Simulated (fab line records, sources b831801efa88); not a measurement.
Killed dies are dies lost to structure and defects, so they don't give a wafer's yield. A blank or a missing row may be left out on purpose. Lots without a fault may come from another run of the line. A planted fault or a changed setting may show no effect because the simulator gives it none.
fab line records | flow sfq_line
record lots=5 wafers=15 last_day=86
route steps=325 shown I2@107 M3@118 I3@133 M4@148 M8@325
lots that met no fault: from a run of the same line without faults
start_h: hours from the record's first day to the start of the lot's first wafer shown | wait_h: hours since the lot's step before | " the same as in the row above | L1.1+2: a row that stands for several wafers | - no value, or no start given | * or withheld: withheld | < > ~ a bound
route shown NAME@n: a module of which the file shows steps, and the number in the route of the first | usual: mean/standard deviation of fault-free wafers | same: alike in all rows | chamber/n: place in a boat | sites: the reading at each site | _std_site: their standard deviation | _edge_site: outer sites' mean less inner sites' | radius_mm: how far each site lies from the wafer's centre | mask NAME#n: copy n | behind: the tool/chamber that last shaped the wafer | hold: why the lot was held/for how many hours/how that ended | device: the transistor (n, p or np) that didn't switch | end of line: the same wafers' tests at the end of the route | a step without rows: its recipe alone | killed: dies lost to structure and defects at the first sort, not the wafer's yield | map: a wafer's dies, x killed, . not, _ none there
set.NAME: the setting as run; set.NAME@STEP: as run at that earlier step | model.NAME: the simulator's own value behind a step, which no gauge read
lots at some steps of the route; a table a step, a row a wafer
services: from which hour (start_h, from the record's first day; less than 0 if before it) a tool's chamber was out of use, for how many hours, and why
## steps
# step SFQ_TRILAYER_I2_VIA_LITHO_COAT_072
# recipe resist=BARC spin_rpm=3000 resist_thk_nm=62
# step SFQ_TRILAYER_I2_VIA_LITHO_COAT_067
# recipe resist=KrF spin_rpm=3000 resist_thk_nm=650
# step SFQ_TRILAYER_I2_VIA_LITHO_SOFTBAKE_071
# recipe temp_c=withheld time_s=withheld resist=KrF
# step SFQ_TRILAYER_I2_VIA_LITHO_EXPOSE_068
# recipe mask_id=I2 na=0.6 source_shape=conventional sigma_outer=0.65 target_cd_nm=500 dose_mj=21.3
# step SFQ_TRILAYER_I2_VIA_LITHO_PEB_070
# recipe peb_temp_c=115 peb_time_s=60 resist=KrF
# step SFQ_TRILAYER_I2_VIA_LITHO_DEVELOP_069
# recipe time_s=60 resist=KrF
# step SFQ_I2_OVL_MEAS_918
# usual I2_OVL=1/6.3
# columns lot.wafer tool chamber start_h wait_h I2_OVL[nm]
L987.1 overlay-02 - 604.19 0.1 2
L987.2 " - " " 5
L987.5 " - " " 4
L989.1 overlay-02 - 739.34 0.1 2
L989.3 " - " " 0
L989.5 " - " " 4
L997.2 overlay-02 - 759.74 0.1 11
L997.4 " - " " 9
L997.6 " - " " 7
L999.2 overlay-02 - 762.14 0.1 5
L999.4 " - " " 2
L999.5 " - " " 3
L102.2 overlay-02 - 768.14 0.1 0
L102.3 " - " " -1
L102.6 " - " " 3
# step SFQ_TRILAYER_I2_VIA_BARC_OPEN_VIA_ETCH_096
# recipe mask_material=PR chemistry=O2 target_depth_nm=125 target=BARC source_w=500 bias_w=80 pressure_mtorr=30 time_s=41.7
# step SFQ_TRILAYER_I2_VIA_ETCH_VIA_ETCH_070
# recipe target=SiO2 stop_on=Nb mask_material=PR taper_deg=20 chemistry=CHF3 target_depth_nm=260 source_w=500 bias_w=80 pressure_mtorr=30 time_s=withheld
# step SFQ_TRILAYER_I2_VIA_STRIP_STRIP_071
# recipe gas=O2 power_w=200 platen_temp_c=40 overash_fraction=0.65 chemistry=O2 pressure_mtorr=50
# usual drypump_motor_current_A=5.6/0.47 oes_product_au=0.997/0.0073
# columns lot.wafer tool chamber start_h wait_h drypump_motor_current_A oes_product_au rf_hours_counter_h
L987.1 rie_metal-03 0 604.38 - 5.1 0.988 94
L987.2 " 1 " " 6.4 1.001 61
L987.5 " 0 " " 5.1 1.007 -
L989.1 rie_metal-02 0 739.53 - 5.5 0.996 85
L989.3 " 1 " " 5.7 0.996 -
L989.5 " 0 " " 5.5 0.982 -
L997.2 rie_metal-02 0 759.93 - 5.5 0.991 89
L997.4 " 1 " " 5.7 0.990 -
L997.6 " 1 " " 5.7 1.009 -
L999.2 rie_metal-02 1 762.33 - 5.7 1.000 125
L999.4 " 0 " " 5.5 0.995 -
L999.5 " 0 " " 5.5 0.998 -
L102.2 rie_metal-03 1 768.33 - 6.4 0.995 84
L102.3 " 0 " " 5.1 0.997 -
L102.6 " 0 " " 5.1 0.995 -
# step SFQ_TRILAYER_I2_VIA_STRIP_SOLV_CLEAN_072
# recipe chemistry=NMP temp_c=70 time_s=600
# step SFQ_TRILAYER_M3_DEP_PRE_CLEAN_074
# recipe gas=Ar time_s=22.5 bias_v=250
# step SFQ_TRILAYER_M3_DEP_SPUTTER_073
# recipe material=Nb base_pressure_pa=1.33e-06 chamber_pressure_pa=0.1333 substrate_temp_c=20 resputter_cathode_voltage_v=400 target_thk_nm=200 power_w=2000 time_s=133.3
# usual chamber_pressure_pa=0.13331/0.00027 throttle_valve_pct=29.8/1.2
# columns lot.wafer tool chamber start_h wait_h chamber_pressure_pa throttle_valve_pct model.Nb_of_TRILAYER_M3_DEP_SPUTTER_073.thk_nm
L987.1 pvd_sputter-03 - 605.18 0.0 0.13337 30.5 200.5
L987.2 " - " " 0.13316 28.8 201.8
L987.5 " - " " 0.13367 31.6 199.8
L989.1 pvd_sputter-06 - 740.33 0.0 0.13328 30.8 201
L989.3 " - " " 0.1334 28.6 199.6
L989.5 " - " " 0.13334 31.4 199.8
L997.2 pvd_sputter-06 - 760.73 0.0 0.1336 29.1 158.1
L997.4 " - " " 0.13278 31.0 200.8
L997.6 " - " " 0.13341 28.8 201.9
L999.2 pvd_sputter-03 - 763.13 0.0 0.13287 31.7 201.9
L999.4 " - " " 0.13356 30.0 202.8
L999.5 " - " " 0.13283 31.6 203.2
L102.2 pvd_sputter-04 - 769.33 0.0 0.13312 29.4 197
L102.3 " - " " 0.13312 29.1 197.8
L102.6 " - " " 0.13335 29.0 197.6
# step SFQ_M3_RS_MEAS_919
# recipe thk_meas_gauge=four-point-probe reads=Nb_of_TRILAYER_M3_DEP_SPUTTER_073
# usual M3_NB_RS=0.892/0.011
# columns lot.wafer tool chamber start_h wait_h M3_NB_RS[ohm/sq]
L987.1 film_metro-01 - 605.28 0.0 0.886
L987.2 " - " " 0.883
L987.5 " - " " 0.890
L989.1 film_metro-03 - 740.42 0.0 0.883
L989.3 " - " " 0.890
L989.5 " - " " 0.890
L997.2 film_metro-03 - 760.84 0.1 1.126
L997.4 " - " " 0.886
L997.6 " - " " 0.879
L999.2 film_metro-01 - 763.24 0.1 0.882
L999.4 " - " " 0.878
L999.5 " - " " 0.877
L102.2 film_metro-03 - 769.44 0.1 0.902
L102.3 " - " " 0.899
L102.6 " - " " 0.899
# step SFQ_TRILAYER_M3_LITHO_COAT_080
# recipe resist=BARC spin_rpm=3000 resist_thk_nm=62
# step SFQ_TRILAYER_M3_LITHO_COAT_075
# recipe resist=KrF spin_rpm=3000 resist_thk_nm=600
# step SFQ_TRILAYER_M3_LITHO_SOFTBAKE_079
# recipe temp_c=withheld time_s=withheld resist=KrF
# step SFQ_TRILAYER_M3_LITHO_EXPOSE_076
# recipe mask_id=M3 na=0.6 source_shape=conventional sigma_outer=0.65 target_cd_nm=500 dose_mj=14.4
# step SFQ_TRILAYER_M3_LITHO_PEB_078
# recipe peb_temp_c=115 peb_time_s=60 resist=KrF
# step SFQ_TRILAYER_M3_LITHO_DEVELOP_077
# recipe time_s=60 resist=KrF
# step SFQ_M3_OVL_MEAS_921
# usual M3_OVL=1/5.5
# columns lot.wafer tool chamber start_h wait_h M3_OVL[nm]
L987.1 overlay-01 - 618.21 0.1 2
L987.2 " - " " -3
L987.5 " - " " 1
L989.1 overlay-02 - 887.65 0.1 4
L989.3 " - " " 12
L989.5 " - " " 3
L997.2 overlay-02 - 909.25 0.1 6
L997.4 " - " " 4
L997.6 " - " " 5
L999.2 overlay-01 - 912.85 0.1 -4
L999.4 " - " " -1
L999.5 " - " " 8
L102.2 overlay-02 - 921.25 0.1 3
L102.3 " - " " -6
L102.6 " - " " 4
# step SFQ_TRILAYER_M3_BARC_OPEN_METAL_ETCH_100
# recipe mask_material=PR chemistry=O2 target_depth_nm=125 target=BARC icp_w=600 bias_w=80 pressure_mtorr=10 time_s=41.7
# usual drypump_motor_current_A=5.39/0.28 oes_product_au=0.684/0.0049
# columns lot.wafer tool chamber start_h wait_h drypump_motor_current_A oes_product_au rf_hours_counter_h
L987.1 rie_metal-04 1 618.25 0.0 5.45 0.684 101
L987.2 " 1 " " 5.45 0.695 -
L987.5 " 1 " " 5.44 0.690 -
L989.1 rie_metal-04 0 887.68 0.0 4.84 0.680 43
L989.3 " 0 " " 4.90 0.678 -
L989.5 " 1 " " 5.46 0.685 -
L997.2 rie_metal-04 1 909.28 0.0 5.46 0.688 144
L997.4 " 1 " " 5.47 0.690 -
L997.6 " 1 " " 5.45 0.686 -
L999.2 rie_metal-02 1 912.88 0.0 5.69 0.677 150
L999.4 " 1 " " 5.68 0.680 -
L999.5 " 1 " " 5.66 0.690 -
L102.2 rie_metal-04 0 921.28 0.0 4.88 0.680 48
L102.3 " 1 " " 5.47 0.678 -
L102.6 " 0 " " 4.87 0.689 -
# step SFQ_TRILAYER_M3_ETCH_METAL_ETCH_078
# recipe target=Nb stop_on=SiO2 mask_material=PR chemistry=Cl2/Ar target_depth_nm=240 icp_w=600 bias_w=80 pressure_mtorr=10 time_s=120
# usual drypump_motor_current_A=5.39/0.28 oes_product_au=0.893/0.0074
# columns lot.wafer tool chamber start_h wait_h drypump_motor_current_A oes_product_au rf_hours_counter_h
L987.1 rie_metal-04 1 618.37 0.1 5.46 0.894 101
L987.2 " 1 " " 5.46 0.891 -
L987.5 " 1 " " 5.45 0.894 -
L989.1 rie_metal-04 0 887.74 0.0 4.89 0.899 43
L989.3 " 0 " " 4.87 0.891 -
L989.5 " 1 " " 5.45 0.898 -
L997.2 rie_metal-04 1 909.34 0.0 5.45 0.780 144
L997.4 " 1 " " 5.44 0.895 -
L997.6 " 1 " " 5.43 0.910 -
L999.2 rie_metal-02 1 912.94 0.0 5.66 0.902 150
L999.4 " 1 " " 5.64 0.906 -
L999.5 " 1 " " 5.65 0.901 -
L102.2 rie_metal-04 0 921.34 0.0 4.88 0.881 48
L102.3 " 1 " " 5.45 0.892 -
L102.6 " 0 " " 4.90 0.885 -
# step SFQ_TRILAYER_M3_STRIP_STRIP_079
# recipe gas=O2 power_w=200 platen_temp_c=40 overash_fraction=0.65 chemistry=O2 pressure_mtorr=50
# usual drypump_motor_current_A=5.40/0.28 oes_product_au=0.995/0.0066
# columns lot.wafer tool chamber start_h wait_h drypump_motor_current_A oes_product_au rf_hours_counter_h
L987.1 rie_metal-04 1 618.62 0.2 5.44 0.984 101
L987.2 " 1 " " 5.46 0.974 -
L987.5 " 1 " " 5.47 0.999 -
L989.1 rie_metal-04 0 887.87 0.1 4.86 1.002 43
L989.3 " 0 " " 4.89 0.996 -
L989.5 " 1 " " 5.45 0.990 -
L997.2 rie_metal-04 1 909.47 0.1 5.47 1.000 144
L997.4 " 1 " " 5.46 0.995 -
L997.6 " 1 " " 5.46 0.990 -
L999.2 rie_metal-02 1 913.07 0.1 5.69 0.990 150
L999.4 " 1 " " 5.68 1.004 -
L999.5 " 1 " " 5.68 0.986 -
L102.2 rie_metal-04 0 921.47 0.1 4.88 1.005 48
L102.3 " 1 " " 5.47 0.996 -
L102.6 " 0 " " 4.86 0.996 -
# step SFQ_TRILAYER_M3_STRIP_SOLV_CLEAN_080
# recipe chemistry=NMP temp_c=70 time_s=600
# step SFQ_TRILAYER_I3_DEP_PECVD_081
# recipe material=SiO2 temp_c=150 time_s=111.11 pressure_torr=2.4 rf_w=183.3 precursor=SiH4/N2O target_thk_nm=500
# step SFQ_TRILAYER_I3_CMP_CMP_082
# recipe material=SiO2 down_force_psi=3 platen_rpm=60 pad_velocity_m_s=0.94248
# step SFQ_I3_BOW_MEAS_922
# recipe mode=bow
# usual I3_BOW=2/9.1
# columns lot.wafer tool chamber start_h wait_h I3_BOW[um]
L987.1 film_metro-02 - 661.13 1.0 -2
L987.2 " - " " 8
L987.5 " - " " 16
L989.1 film_metro-02 - 892.32 1.0 1
L989.3 " - " " 5
L989.5 " - " " -2
L997.2 film_metro-01 - 913.34 2.5 -7
L997.4 " - " " -3
L997.6 " - " " -14
L999.2 film_metro-01 - 916.94 1.0 2
L999.4 " - " " 16
L999.5 " - " " -1
L102.2 film_metro-04 - 925.74 1.5 8
L102.3 " - " " 17
L102.6 " - " " 2
# step SFQ_TRILAYER_I3_METRO_MEASURE_083
# usual thk_nm=199.6/0.94
# columns lot.wafer tool chamber start_h wait_h thk_nm
L987.1 film_metro-02 - 661.25 0.1 199.6
L987.2 " - " " 200.1
L987.5 " - " " 201.2
L989.1 film_metro-02 - 892.44 0.1 199.4
L989.3 " - " " 198.2
L989.5 " - " " 198.9
L997.2 film_metro-01 - 913.64 0.3 200.8
L997.4 " - " " 200.1
L997.6 " - " " 201.1
L999.2 film_metro-01 - 917.24 0.3 200.1
L999.4 " - " " 200.6
L999.5 " - " " 199.0
L102.2 film_metro-04 - 926.04 0.3 201.1
L102.3 " - " " 200.4
L102.6 " - " " 199.2
# step SFQ_TRILAYER_I3_VIA_LITHO_COAT_090
# recipe resist=BARC spin_rpm=3000 resist_thk_nm=62
# step SFQ_TRILAYER_I3_VIA_LITHO_COAT_085
# recipe resist=KrF spin_rpm=3000 resist_thk_nm=650
# step SFQ_TRILAYER_I3_VIA_LITHO_SOFTBAKE_089
# recipe temp_c=withheld time_s=withheld resist=KrF
# step SFQ_TRILAYER_I3_VIA_LITHO_EXPOSE_086
# recipe mask_id=I3 na=0.6 source_shape=conventional sigma_outer=0.65 target_cd_nm=500 dose_mj=21.3
# step SFQ_TRILAYER_I3_VIA_LITHO_PEB_088
# recipe peb_temp_c=115 peb_time_s=60 resist=KrF
# step SFQ_TRILAYER_I3_VIA_LITHO_DEVELOP_087
# recipe time_s=60 resist=KrF
# step SFQ_I3_OVL_MEAS_923
# usual I3_OVL=-2/5.6
# columns lot.wafer tool chamber start_h wait_h I3_OVL[nm]
L987.1 overlay-01 - 806.54 0.1 -3
L987.2 " - " " -10
L987.5 " - " " -3
L989.1 overlay-01 - 896.77 0.1 6
L989.3 " - " " -2
L989.5 " - " " 0
L997.2 overlay-02 - 916.90 0.1 2
L997.4 " - " " 4
L997.6 " - " " 2
L999.2 overlay-01 - 921.15 0.1 -14
L999.4 " - " " -16
L999.5 " - " " -15
L102.2 overlay-02 - 929.90 0.1 1
L102.3 " - " " -6
L102.6 " - " " 1
# step SFQ_TRILAYER_I3_VIA_BARC_OPEN_VIA_ETCH_121
# recipe mask_material=PR chemistry=O2 target_depth_nm=125 target=BARC source_w=500 bias_w=80 pressure_mtorr=30 time_s=41.7
# step SFQ_TRILAYER_I3_VIA_ETCH_VIA_ETCH_088
# recipe target=SiO2 stop_on=Nb mask_material=PR taper_deg=20 chemistry=CHF3 target_depth_nm=260 source_w=500 bias_w=80 pressure_mtorr=30 time_s=withheld
# step SFQ_TRILAYER_I3_VIA_STRIP_STRIP_089
# recipe gas=O2 power_w=200 platen_temp_c=40 overash_fraction=0.65 chemistry=O2 pressure_mtorr=50
# usual drypump_motor_current_A=5.6/0.43 oes_product_au=0.998/0.0067
# columns lot.wafer tool chamber start_h wait_h drypump_motor_current_A oes_product_au rf_hours_counter_h
L987.1 rie_metal-03 0 806.73 - 5.1 0.996 123
L987.2 " 1 " " 6.4 1.001 90
L987.5 " 0 " " 5.1 0.998 -
L989.1 rie_metal-03 1 896.95 - 6.4 0.989 105
L989.3 " 0 " " 5.1 0.989 -
L989.5 " 0 " " 5.1 0.996 -
L997.2 rie_metal-01 0 917.08 - 5.3 1.000 33
L997.4 " 1 " " 5.4 1.009 -
L997.6 " 1 " " 5.4 1.004 -
L999.2 rie_metal-02 0 921.34 - 5.5 1.004 116
L999.4 " 0 " " 5.5 0.990 -
L999.5 " 0 " " 5.5 0.998 -
L102.2 rie_metal-02 0 930.08 - 5.5 1.004 117
L102.3 " 1 " " 5.7 0.989 -
L102.6 " 0 " " 5.5 0.993 -
# step SFQ_TRILAYER_I3_VIA_STRIP_SOLV_CLEAN_090
# recipe chemistry=NMP temp_c=70 time_s=600
# step SFQ_TRILAYER_M4_DEP_PRE_CLEAN_092
# recipe gas=Ar time_s=22.5 bias_v=250
# step SFQ_M8_BOW_MEAS_951
# recipe mode=bow
# usual M8_BOW=5/12
# columns lot.wafer tool chamber start_h wait_h M8_BOW[um] model.etest.m3.ohm_um model.etest.i2.link_ohm model.etest.m3.ohm_sq model.etest.i3.link_ohm
L987.1 film_metro-04 - 1991.46 0.0 6 1.782 1.959 0.8869 1.948
L987.2 " - " " 15 1.765 1.95 0.8813 1.944
L987.5 " - " " 25 1.784 1.957 0.8899 1.956
L989.1 film_metro-04 - 2021.58 0.0 -12 1.776 1.964 0.8848 1.952
L989.3 " - " " -8 1.789 1.972 0.8908 1.953
L989.5 " - " " -17 1.78 1.966 0.8898 1.962
L997.2 film_metro-02 - 2050.33 0.0 2 2.254 2.256 1.125 2.225
L997.4 " - " " 6 1.777 1.982 0.8856 1.977
L997.6 " - " " -6 1.765 1.97 0.8809 1.973
L999.2 film_metro-02 - 2056.33 0.0 11 1.762 1.957 0.8805 1.972
L999.4 " - " " 23 1.749 1.958 0.8769 1.958
L999.5 " - " " 7 1.748 1.959 0.8752 1.952
L102.2 film_metro-02 - 2065.24 0.0 9 1.801 1.982 0.9025 1.991
L102.3 " - " " 18 1.798 1.969 0.8991 1.984
L102.6 " - " " 3 1.793 1.976 0.9 1.988
## services
# columns tool chamber start_h hours kind
pvd_sputter-06 - 584.75 21.9 repair
pvd_sputter-03 - 589.62 2.4 repair
film_metro-01 - 594.12 0.8 pm
film_metro-02 - 606.83 0.7 pm
film_metro-02 - 612.59 2.4 pm
film_metro-01 - 614.30 0.7 pm
film_metro-02 - 619.42 2.8 pm
pvd_sputter-03 - 637.04 1.1 repair
rie_metal-04 1 646.70 8.3 repair
film_metro-02 - 652.72 7.9 repair
rie_metal-04 1 663.43 10.3 repair
film_metro-01 - 676.41 1.0 pm
pvd_sputter-06 - 701.83 4.8 repair
film_metro-02 - 702.59 3.8 pm
film_metro-01 - 777.65 4.0 pm
rie_metal-03 - 826.92 0.3 repair
film_metro-01 - 832.95 1.8 pm
film_metro-01 - 839.12 0.3 pm
film_metro-02 - 851.83 1.3 pm
film_metro-02 - 857.59 0.9 pm
film_metro-01 - 859.30 1.5 pm
film_metro-02 - 865.28 0.4 pm
pvd_sputter-03 - 871.66 2.2 repair
pvd_sputter-06 - 897.92 1.7 repair
## key
first_sign step=SFQ_M3_RS_MEAS_919 reading=M3_NB_RS direction=up sigmas=22 usual=0.892 struck=1.126
effect step=SFQ_TRILAYER_M3_ETCH_METAL_ETCH_078 reading=oes_product_au direction=down sigmas=15 usual=0.893 struck=0.780
model_effect step=SFQ_TRILAYER_M3_DEP_SPUTTER_073 value=Nb_of_TRILAYER_M3_DEP_SPUTTER_073.thk_nm without=201 struck=158.1
model_effect step=SFQ_M8_BOW_MEAS_951 value=etest.m3.ohm_um without=1.773 struck=2.254
met_at SFQ_TRILAYER_M3_DEP_SPUTTER_073
struck_wafers L997.2
onset_between 740.33 760.73
fault kind=process_parameter_drift tool=pvd_sputter-06 chamber=- onset_h=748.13 steps=SFQ_TRILAYER_M3_DEP_SPUTTER_073 channel=target_thk_nm offset=-42.92 shape=step end_h=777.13 scope=struck_wafers_only acts_in=these_recipes_only stated=200
